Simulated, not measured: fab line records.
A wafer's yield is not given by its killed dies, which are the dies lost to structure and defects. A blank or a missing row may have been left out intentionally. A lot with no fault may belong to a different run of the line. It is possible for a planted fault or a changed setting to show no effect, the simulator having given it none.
fab line records    flow gf180mcu
record: lots: 14  wafers: 42  last_day: 34
route steps=602 shown MIM@504 M5@531 V5@555
lots that met no fault: from a run of the same line without faults
start_h: start of the lot's first displayed wafer, in hours after the record's first day    wait_h: time in hours since the lot's previous step    " as in the row above    L1.1+2: one row covering several wafers at once    - no value present, or no start provided    * or withheld: withheld    < > ~ a bound
route shown NAME@n: names a module that has steps shown in the file, with the first one's number in the route    usual: mean/standard deviation taken from wafers without a fault    same: alike in all rows    chamber/n: place in a boat    sites: readings site by site    _std_site: their standard deviation    _edge_site: mean of outer sites minus mean of inner sites    radius_mm: how far each site lies from the wafer's centre    mask NAME#n: copy n    behind: the tool/chamber that last shaped the wafer    hold: why the lot went on hold/how many hours it stayed there/how the hold came to an end    device: the n, p or np transistor that did not switch    end of line: tests run on the same wafers once the route is complete    a step with no rows: only its recipe    killed: dies that structure and defects cost at the first sort, which is not the same as the wafer's yield    map: a wafer's dies, marking killed ones x, the rest . and places with no die _
set.NAME: the setting that was run; set.NAME@STEP: the one run at that earlier step    model.NAME: the simulator's own value behind a step, which no gauge read
route steps across a sampled set of lots; one table per step, one row per wafer
services: a tool's chamber out of use, with start hour (start_h, from the record's first day; less than 0 if before it), hours out, and reason
== steps ==
step: GF_MIM_SPUTTER_01
recipe: material: TiN  target_thk_nm: 30  power_w: 6500  time_s: 25  chamber_pressure_pa: 0.4
usual: throttle_valve_pct: 30.1/1.2
lot.wafer  tool            chamber  start_h  wait_h  throttle_valve_pct
L663.1     pvd_sputter-03  -        568.01   0.1     29.0
L663.3     "               -        "        "       30.7
L663.5     "               -        "        "       32.1
L665.2     pvd_sputter-03  -        579.35   0.1     30.9
L665.3     "               -        "        "       29.2
L665.5     "               -        "        "       29.2
L667.1     pvd_sputter-03  -        597.78   0.1     31.0
L667.2     "               -        "        "       29.1
L667.6     "               -        "        "       29.4
L668.2     pvd_sputter-04  -        604.58   0.1     30.4
L668.5     "               -        "        "       29.2
L668.6     "               -        "        "       31.5
L669.2     pvd_sputter-04  -        610.14   0.1     31.3
L669.4     "               -        "        "       29.0
L669.6     "               -        "        "       29.0
L670.2     pvd_sputter-03  -        623.44   0.1     32.1
L670.4     "               -        "        "       29.2
L670.5     "               -        "        "       31.9
L679.1     pvd_sputter-01  -        686.56   0.1     30.1
L679.2     "               -        "        "       30.8
L679.4     "               -        "        "       29.9
L680.1     pvd_sputter-01  -        694.60   0.1     30.7
L680.2     "               -        "        "       28.0
L680.4     "               -        "        "       30.0
L681.2     pvd_sputter-04  -        700.61   0.1     28.9
L681.4     "               -        "        "       29.2
L681.5     "               -        "        "       29.2
L682.1     pvd_sputter-01  -        705.02   0.1     30.0
L682.4     "               -        "        "       30.9
L682.5     "               -        "        "       27.9
L683.1     pvd_sputter-01  -        717.28   0.1     30.9
L683.2     "               -        "        "       30.6
L683.4     "               -        "        "       27.8
L684.3     pvd_sputter-03  -        721.53   0.1     30.8
L684.4     "               -        "        "       32.1
L684.5     "               -        "        "       30.8
L685.2     pvd_sputter-03  -        731.83   0.1     29.0
L685.4     "               -        "        "       32.1
L685.6     "               -        "        "       29.1
L686.1     pvd_sputter-01  -        738.39   0.1     30.7
L686.3     "               -        "        "       30.8
L686.4     "               -        "        "       27.7
step: GF_MIM_THK_MEAS_11
recipe: thk_meas_gauge: xrf  reads: AlCu_of_MIM_SPUTTER_08
usual: MIM_ALCU_THK: 198.9/2.7
lot.wafer  tool           chamber  start_h  wait_h  MIM_ALCU_THK[nm]
L663.1     film_metro-02  -        568.45   0.1     197.2
L663.3     "              -        "        "       197.2
L663.5     "              -        "        "       199.7
L665.2     film_metro-04  -        579.80   0.1     198.1
L665.3     "              -        "        "       200.2
L665.5     "              -        "        "       200.2
L667.1     film_metro-01  -        598.22   0.1     196.5
L667.2     "              -        "        "       198.9
L667.6     "              -        "        "       195.9
L668.2     film_metro-01  -        605.03   0.1     196.1
L668.5     "              -        "        "       198.1
L668.6     "              -        "        "       196.9
L669.2     film_metro-04  -        610.59   0.1     204.6
L669.4     "              -        "        "       201.6
L669.6     "              -        "        "       204.2
L670.2     film_metro-01  -        623.89   0.1     194.3
L670.4     "              -        "        "       196.8
L670.5     "              -        "        "       195.7
L679.1     film_metro-01  -        687.00   0.1     197.6
L679.2     "              -        "        "       198.5
L679.4     "              -        "        "       199.1
L680.1     film_metro-04  -        695.03   0.1     203.1
L680.2     "              -        "        "       201.5
L680.4     "              -        "        "       202.2
L681.2     film_metro-02  -        701.06   0.1     201.3
L681.4     "              -        "        "       197.2
L681.5     "              -        "        "       199.2
L682.1     film_metro-04  -        705.46   0.1     196.7
L682.4     "              -        "        "       197.1
L682.5     "              -        "        "       196.7
L683.1     film_metro-01  -        717.72   0.1     201.9
L683.2     "              -        "        "       200.0
L683.4     "              -        "        "       200.9
L684.3     film_metro-01  -        721.99   0.1     194.4
L684.4     "              -        "        "       198.7
L684.5     "              -        "        "       195.8
L685.2     film_metro-04  -        732.28   0.1     199.7
L685.4     "              -        "        "       200.5
L685.6     "              -        "        "       199.3
L686.1     film_metro-01  -        738.83   0.1     195.4
L686.3     "              -        "        "       197.4
L686.4     "              -        "        "       197.0
step: GF_M5_PEB_05
recipe: peb_temp_c: 135  peb_time_s: 90  resist: KrF
usual: chill_plate_temp_C: 23.02/0.11  exhaust_pa: 44.9/0.96
lot.wafer  tool            chamber  start_h  wait_h  chill_plate_temp_C  exhaust_pa
L663.1     litho_track-03  0        610.57   -       23.02               44.1
L663.3     "               0        "        "       23.09               44.1
L663.5     "               0        "        "       23.00               45.1
L665.2     litho_track-01  0        621.72   -       23.11               45.6
L665.3     "               0        "        "       23.06               45.1
L665.5     "               0        "        "       23.12               45.4
L667.1     litho_track-01  0        640.19   -       23.01               45.6
L667.2     "               0        "        "       23.09               43.7
L667.6     "               0        "        "       22.94               45.2
L668.2     litho_track-04  0        646.39   -       22.88               44.4
L668.5     "               0        "        "       22.93               45.9
L668.6     "               0        "        "       22.97               45.8
L669.2     litho_track-01  -        651.02   -       -                   -
L669.4     "               -        "        "       -                   -
L669.6     "               -        "        "       -                   -
L670.2     litho_track-04  -        663.44   -       -                   -
L670.4     "               -        "        "       -                   -
L670.5     "               -        "        "       -                   -
L679.1     litho_track-03  0        723.27   -       23.05               45.1
L679.2     "               0        "        "       23.01               44.8
L679.4     "               0        "        "       23.09               43.7
L680.1     litho_track-03  0        730.42   -       22.87               45.6
L680.2     "               0        "        "       22.87               44.8
L680.4     "               0        "        "       22.90               44.2
L681.2     litho_track-03  0        740.36   -       23.22               43.9
L681.4     "               0        "        "       23.09               45.5
L681.5     "               0        "        "       23.27               44.4
L682.1     litho_track-01  0        740.89   -       23.20               45.4
L682.4     "               0        "        "       23.19               43.4
L682.5     "               0        "        "       23.10               44.1
L683.1     litho_track-01  0        751.54   -       22.99               44.7
L683.2     "               0        "        "       22.94               45.6
L683.4     "               0        "        "       23.06               45.9
L684.3     litho_track-04  0        756.27   -       23.05               44.8
L684.4     "               0        "        "       22.80               45.1
L684.5     "               0        "        "       22.90               44.3
L685.2     litho_track-01  0        765.67   -       23.03               45.0
L685.4     "               0        "        "       23.11               45.3
L685.6     "               0        "        "       23.02               44.8
L686.1     litho_track-03  0        770.47   -       23.14               46.5
L686.3     "               0        "        "       23.09               47.5
L686.4     "               0        "        "       23.06               46.9
step: GF_V5_OVL_MEAS_15
usual: V5_OVL: -4/6.4
lot.wafer  tool        chamber  start_h  wait_h  V5_OVL[nm]
L663.1     overlay-01  -        632.94   0.1     -8
L663.3     "           -        "        "       -7
L663.5     "           -        "        "       -12
L665.2     overlay-02  -        644.12   0.1     5
L665.3     "           -        "        "       -4
L665.5     "           -        "        "       -3
L667.1     overlay-01  -        661.74   0.1     -12
L667.2     "           -        "        "       0
L667.6     "           -        "        "       -4
L668.2     overlay-02  -        667.01   0.1     0
L668.5     "           -        "        "       10
L668.6     "           -        "        "       -3
L679.1     overlay-02  -        742.79   0.1     -4
L679.2     "           -        "        "       -4
L679.4     "           -        "        "       -6
L680.1     overlay-02  -        749.84   0.1     -11
L680.2     "           -        "        "       -14
L680.4     "           -        "        "       -12
L681.2     overlay-01  -        758.65   0.1     1
L681.4     "           -        "        "       -3
L681.5     "           -        "        "       1
L682.1     overlay-02  -        759.89   0.1     -11
L682.4     "           -        "        "       -6
L682.5     "           -        "        "       -2
L683.1     overlay-01  -        768.96   0.1     -7
L683.2     "           -        "        "       -11
L683.4     "           -        "        "       -13
L684.3     overlay-01  -        773.30   0.1     4
L684.4     "           -        "        "       0
L684.5     "           -        "        "       -9
L685.2     overlay-01  -        782.30   0.1     0
L685.4     "           -        "        "       -5
L685.6     "           -        "        "       4
L686.1     overlay-02  -        787.49   0.1     -11
L686.3     "           -        "        "       -10
L686.4     "           -        "        "       -12
== services ==
tool            chamber  start_h  hours  kind
pvd_sputter-04  -        546.96   13.0   repair
pvd_sputter-04  -        551.38   47.9   repair
pvd_sputter-01  -        600.69   5.3    repair
pvd_sputter-04  -        603.04   1.2    repair
pvd_sputter-01  -        609.77   1.6    repair
pvd_sputter-01  -        621.88   10.5   repair
pvd_sputter-04  -        685.41   2.9    repair
litho_track-01  -        701.91   -      consumable_replace:filter
pvd_sputter-01  -        713.58   3.1    repair
pvd_sputter-04  -        721.84   7.3    repair
== key ==
first_sign: step: GF_M5_PEB_05  reading: tool_record  direction: missing
effect none on later readings
met_at GF_M5_PEB_05
struck_lots L669,L670
later_rows_left_out L669.2,L669.4,L669.6,L670.2,L670.4,L670.5
sort_left_out L669.2,L669.4,L669.6,L670.2,L670.4,L670.5
not_acting_at GF_MIM_SPUTTER_01,GF_MIM_THK_MEAS_11,GF_V5_OVL_MEAS_15
onset_between 646.39 651.02
fault: kind: skipped_step_whole  tool: litho_track-01,litho_track-04  chamber: -  onset_h: 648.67  steps: GF_M5_PEB_05  scope: struck_lots_only
sort_left_out: the simulated sort isn't trusted on such a fault, so these wafers' sort isn't shown, and their yield isn't known
later_rows_left_out: the simulator's readings of these wafers behind a module that went badly wrong aren't trusted and aren't shown, but for the sort
